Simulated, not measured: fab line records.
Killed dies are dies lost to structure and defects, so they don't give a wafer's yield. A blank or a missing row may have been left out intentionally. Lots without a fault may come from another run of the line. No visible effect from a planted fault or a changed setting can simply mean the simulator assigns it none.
Chamber matching    flow gf180mcu    GF_V2_CMP_26 on cmp-01: 4 sister chambers
The step polishes, stops on SiO2, t overpolish 15 s, target thk 0 nm. 30 wafers are shown with their chamber, then 12 later ones without.

== WAFERS PAIRED WITH THEIR CHAMBERS ==
wafer   chamber  motor-current-A (A)  time-to-endpoint-s (s)  overpolish-run-s (s)
L075.1  3        13.3                 88                      15.020
L075.5  3        12.7                 91                      15.012
L075.6  2        10.5                 82                      14.994
L080.1  0        12.2                 82                      15.003
L080.3  3        13.0                 85                      15.010
L080.4  2        10.3                 77                      15.002
L082.1  0        11.5                 84                      14.991
L082.2  2        10.7                 83                      15.012
L082.4  3        12.9                 85                      15.004
L085.1  1        12.4                 89                      15.000
L085.2  0        11.6                 88                      15.005
L085.6  1        12.1                 89                      14.993
L086.3  3        13.1                 86                      14.993
L086.4  2        10.5                 86                      15.011
L086.6  1        12.4                 85                      14.997
L087.1  0        11.5                 85                      15.001
L087.4  1        12.2                 85                      15.017
L087.6  3        12.9                 89                      15.019
L090.3  1        11.6                 84                      14.992
L090.4  2        10.0                 83                      15.000
L090.5  0        11.6                 87                      15.011
L091.1  0        11.3                 90                      15.002
L091.5  3        12.9                 84                      15.000
L091.6  0        12.6                 87                      15.005
L092.1  1        11.4                 84                      15.005
L092.2  3        12.5                 84                      15.003
L092.5  1        11.8                 85                      14.991
L093.2  3        13.2                 88                      15.021
L093.4  0        11.9                 87                      15.022
L093.6  2        10.3                 88                      14.991

SIGNATURES, as means of the wafers listed above
reading             chamber 0  chamber 1  chamber 2  chamber 3  scatter within a chamber
motor-current-A     11.775     11.986     10.383     12.944     0.34
time-to-endpoint-s  86.25      85.86      83.17      86.67      2.71
overpolish-run-s    15.00500   14.99929   15.00167   15.00911   0.00921
Rule: a wafer lies at a distance from a chamber equal to the root of the sum of squares, over the readings, of (its reading less the chamber's mean, divided by the reading's scatter). If the next closest chamber is less than 2 further off than the closest, the wafer can't be placed; otherwise it belongs to the closest. The scatter: take each reading less its chamber's mean, square it, sum over the shown wafers, divide by the number of wafers less the number of chambers, and take the root.

== WAFERS WITHOUT THEIR CHAMBER ==
wafer   motor-current-A (A)  time-to-endpoint-s (s)  overpolish-run-s (s)
L094.1  11.6                 91                      15.011
L094.5  11.8                 88                      14.990
L094.6  9.7                  85                      15.001
L095.1  10.2                 85                      14.995
L095.3  11.6                 86                      15.018
L095.4  12.3                 88                      15.000
L096.1  12.5                 87                      15.002
L096.5  13.3                 87                      15.000
L096.6  10.8                 86                      14.990
L097.1  12.1                 88                      15.010
L097.2  12.0                 90                      15.012
L097.4  10.2                 85                      15.005

== EACH ONE'S CHAMBER ==
wafer   from the rows above           in truth
L094.1  can't be placed: 0 or 1       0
L094.5  can't be placed: 1 or 0       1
L094.6  2                             2
L095.1  2                             2
L095.3  can't be placed: 0 or 1       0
L095.4  can't be placed: 1 or 0 or 3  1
L096.1  can't be placed: 3 or 1 or 0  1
L096.5  3                             3
L096.6  can't be placed: 2 or 0 or 1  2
L097.1  can't be placed: 0 or 1 or 3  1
L097.2  can't be placed: 0 or 1 or 3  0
L097.4  2                             2
Correctly placed: 4 of 12. Not placeable from these rows: 8 (in 8, the candidates include the true chamber). 0 placed wrongly.
